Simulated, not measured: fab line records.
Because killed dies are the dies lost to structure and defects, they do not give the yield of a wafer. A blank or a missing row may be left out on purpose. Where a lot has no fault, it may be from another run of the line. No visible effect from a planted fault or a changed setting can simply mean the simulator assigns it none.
Which of the tools did it? + flow sky130 + 14 lots with 42 wafers sampled at 3 steps, on a route of 708 steps

## WHAT EACH GAUGE READ, for each wafer
The record lacks any reading of a measuring or inspecting step that a usual standard deviation could be used to judge.

## EACH LOT AND THE TOOL THAT RAN IT (in order: tool; ch and the chambers of the sampled wafers; start)
| lot  | SKY_METAL1_COAT_10               | SKY_METAL1_STRIP_20                 | SKY_PAD_OPEN_PROBE_99   |
|------|----------------------------------|-------------------------------------|-------------------------|
| L216 | lithoTrack-02 ch 0, day 32 05:00 | plasmaAsher-02 ch 1, day 32 19:47   | -                       |
| L217 | lithoTrack-01 ch 0, day 32 17:00 | plasmaAsher-03 ch 0, day 33 07:29   | -                       |
| L218 | lithoTrack-03 ch 0, day 33 00:00 | plasmaAsher-03 ch 0,1, day 33 15:11 | -                       |
| L219 | lithoTrack-01 ch 0, day 33 14:00 | plasmaAsher-02 ch 0,1, day 34 04:20 | -                       |
| L220 | lithoTrack-01 ch 0, day 33 23:00 | plasmaAsher-01 ch 0,1, day 34 13:03 | -                       |
| L222 | lithoTrack-01 ch 0, day 34 08:00 | plasmaAsher-01 ch 0,1, day 34 22:35 | -                       |
| L221 | lithoTrack-02 ch 0, day 34 08:00 | plasmaAsher-03 ch 0,1, day 34 23:11 | prober-02, day 47 12:31 |
| L223 | lithoTrack-01 ch 0, day 34 17:00 | plasmaAsher-01 ch 0,1, day 35 07:41 | prober-01, day 47 17:42 |
| L225 | lithoTrack-03 ch 0, day 35 07:00 | plasmaAsher-01 ch 1, day 35 21:35   | prober-02, day 48 05:01 |
| L224 | lithoTrack-02 ch 0, day 35 11:00 | plasmaAsher-02 ch 0,1, day 36 01:23 | prober-01, day 48 08:28 |
| L228 | lithoTrack-02 ch 0, day 36 03:00 | plasmaAsher-03 ch 0,1, day 36 15:59 | -                       |
| L229 | lithoTrack-02 ch 0, day 36 09:00 | plasmaAsher-03 ch 0,1, day 36 22:53 | prober-01, day 48 22:27 |
| L234 | lithoTrack-01 ch 0, day 38 07:00 | plasmaAsher-03 ch 0,1, day 38 20:56 | prober-02, day 50 07:19 |
| L239 | lithoTrack-01 ch 0, day 39 11:00 | plasmaAsher-02 ch 0,1, day 39 23:59 | -                       |
- SKY_METAL1_COAT_10: resist thk 450 nm.
- SKY_METAL1_STRIP_20: strips in O2/N2.
- SKY_PAD_OPEN_PROBE_99

## AS READ BY THE TOOLS THEMSELVES (means over the sampled wafers that have a number; for cases with no such wafer, the mark the record gives instead)
SKY_METAL1_COAT_10. Usual: spinSpeedRpm at 3000.1 rpm, with a standard deviation of 2.1.
| lot  | tool          | spinSpeedRpm (rpm) | flag |
|------|---------------|--------------------|------|
| L216 | lithoTrack-02 | 2999.0             |      |
| L217 | lithoTrack-01 | 2999.0             |      |
| L218 | lithoTrack-03 | 2999.1             |      |
| L219 | lithoTrack-01 | 2997.4             |      |
| L220 | lithoTrack-01 | 2999.3             |      |
| L222 | lithoTrack-01 | 3000.1             |      |
| L221 | lithoTrack-02 | 3002.7             |      |
| L223 | lithoTrack-01 | 2999.6             |      |
| L225 | lithoTrack-03 | 3001.2             |      |
| L224 | lithoTrack-02 | 2999.2             |      |
| L228 | lithoTrack-02 | 2751.0             | OFF  |
| L229 | lithoTrack-02 | 2752.9             | OFF  |
| L234 | lithoTrack-01 | 3002.9             |      |
| L239 | lithoTrack-01 | 2998.5             |      |

SKY_METAL1_STRIP_20. Usual: drypumpMotorCurrentA 5.8 A, standard deviation 0.47; oesProductAu 0.342 a.u., standard deviation 0.005; stripTimeToEndpointS 2.68 s, standard deviation 0.071.
| lot  | tool           | drypumpMotorCurrentA (A) | oesProductAu (a.u.) | stripTimeToEndpointS (s) | flag |
|------|----------------|--------------------------|---------------------|--------------------------|------|
| L216 | plasmaAsher-02 | 5.6                      | 0.343               | 2.74                     |      |
| L217 | plasmaAsher-03 | 5.7                      | 0.339               | 2.66                     |      |
| L218 | plasmaAsher-03 | 6.0                      | 0.344               | 2.63                     |      |
| L219 | plasmaAsher-02 | 5.6                      | 0.345               | 2.72                     |      |
| L220 | plasmaAsher-01 | 5.4                      | 0.342               | 2.72                     |      |
| L222 | plasmaAsher-01 | 5.3                      | 0.342               | 2.69                     |      |
| L221 | plasmaAsher-03 | 6.1                      | 0.338               | 2.62                     |      |
| L223 | plasmaAsher-01 | 5.4                      | 0.339               | 2.65                     |      |
| L225 | plasmaAsher-01 | 5.5                      | 0.344               | 2.65                     |      |
| L224 | plasmaAsher-02 | 5.6                      | 0.344               | 2.67                     |      |
| L228 | plasmaAsher-03 | 6.0                      | 0.351               | 2.87                     |      |
| L229 | plasmaAsher-03 | 6.0                      | 0.355               | 2.97                     | OFF  |
| L234 | plasmaAsher-03 | 6.0                      | 0.343               | 2.70                     |      |
| L239 | plasmaAsher-02 | 5.6                      | 0.340               | 2.65                     |      |

SKY_PAD_OPEN_PROBE_99. Usual: defectLimitedYield 82.6 %, standard deviation 1.9; killed_at_M0_to_M3 42, standard deviation 7; killed_at_M4_up 3.2, standard deviation 1.6; killedAtContacts 24, standard deviation 5.8; killedAtFrontEnd 16, standard deviation 4.3; killedAtOther 0.3, standard deviation 0.62; killedDies 86, standard deviation 9.5; killedOpen 46, standard deviation 6.4; killedShort 39, standard deviation 6.3; sort_bin_3_pad_short 0.9 %, standard deviation 0.43; sort_bin_5_function 10.5 %, standard deviation 1.4; sort_bin_6_memory 6.1 %, standard deviation 1.2; sort_bin_8_speed 0.00 %, standard deviation 0.017; sortNPass 406, standard deviation 9.5; sortYieldPct 82.6 %, standard deviation 1.9.
| lot  | tool      | defectLimitedYield (%) | killed_at_M0_to_M3 | killed_at_M4_up | killedAtContacts | killedAtFrontEnd | killedAtOther | killedDies | killedOpen | killedShort | sort_bin_3_pad_short (%) | sort_bin_5_function (%) | sort_bin_6_memory (%) | sort_bin_8_speed (%) | sortNPass | sortYieldPct (%) | flag |
|------|-----------|------------------------|--------------------|-----------------|------------------|------------------|---------------|------------|------------|-------------|--------------------------|-------------------------|-----------------------|----------------------|-----------|------------------|------|
| L221 | prober-02 | 81.1                   | 41                 | 4.7             | 31               | 16               | 0.0           | 93         | 50         | 43          | 1.3                      | 12.0                    | 5.6                   | 0.00                 | 399       | 81.1             |      |
| L223 | prober-01 | 83.8                   | 38                 | 4.0             | 25               | 13               | 0.0           | 80         | 45         | 34          | 0.9                      | 10.2                    | 5.1                   | 0.00                 | 412       | 83.8             |      |
| L225 | prober-02 | 82.2                   | 45                 | 3.3             | 25               | 13               | 0.7           | 87         | 47         | 41          | 0.9                      | 9.9                     | 7.0                   | 0.00                 | 405       | 82.2             |      |
| L224 | prober-01 | 82.9                   | 40                 | 4.0             | 26               | 14               | 0.3           | 84         | 46         | 38          | 0.7                      | 9.6                     | 6.8                   | 0.00                 | 408       | 82.9             |      |
| L229 | prober-01 | 79.7                   | 52                 | 4.0             | 26               | 18               | 0.0           | 100        | 51         | 49          | 0.8                      | 11.7                    | 7.8                   | 0.00                 | 392       | 79.7             |      |
| L234 | prober-02 | 82.5                   | 43                 | 4.3             | 22               | 16               | 0.3           | 86         | 50         | 35          | 0.5                      | 10.1                    | 6.8                   | 0.00                 | 406       | 82.5             |      |

## THE ANSWER, worked out from the rows above alone
Rule: a lot counts as off when the mean over its wafers that have a number is more than 3 standard deviations away from the usual mean. Also off: a lot with no number at a reading for which 4 or more lots have one. Where the step has rows for the other lots, those lots are counted as sound. The gauges are gone through in route order, then the tools' own readings, and for those a lot's mean is taken as printed above. At the first step where some lot is off, the reading lying furthest off is the one used; lots without a number count as furthest.
Off: L228, L229 (SKY_METAL1_COAT_10, spinSpeedRpm).
If a tool, at that step or one of the process steps before it, ran each lot that is off and ran no sound lot following the first of them, it fits. One candidate fits, namely lithoTrack-02 at SKY_METAL1_COAT_10. A fault onset in the window from L224 (day 35 11:00, its last sound lot) to L228 (day 36 03:00, its first lot off) fits.
The tool's own readings at SKY_METAL1_COAT_10 bear it out: on the lots that are off they differ by more than 5 times the standard deviation of the sound lots' means. spinSpeedRpm reads 2751.9 rpm there against 2999.8 rpm on the sound lots.

## WHAT THE SIMULATOR HAD PUT IN
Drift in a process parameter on lithoTrack-02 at SKY_METAL1_COAT_10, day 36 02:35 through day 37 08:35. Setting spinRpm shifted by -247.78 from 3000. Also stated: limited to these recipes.
Struck lots among those shown: L228, L229. The same result came from the rule above.
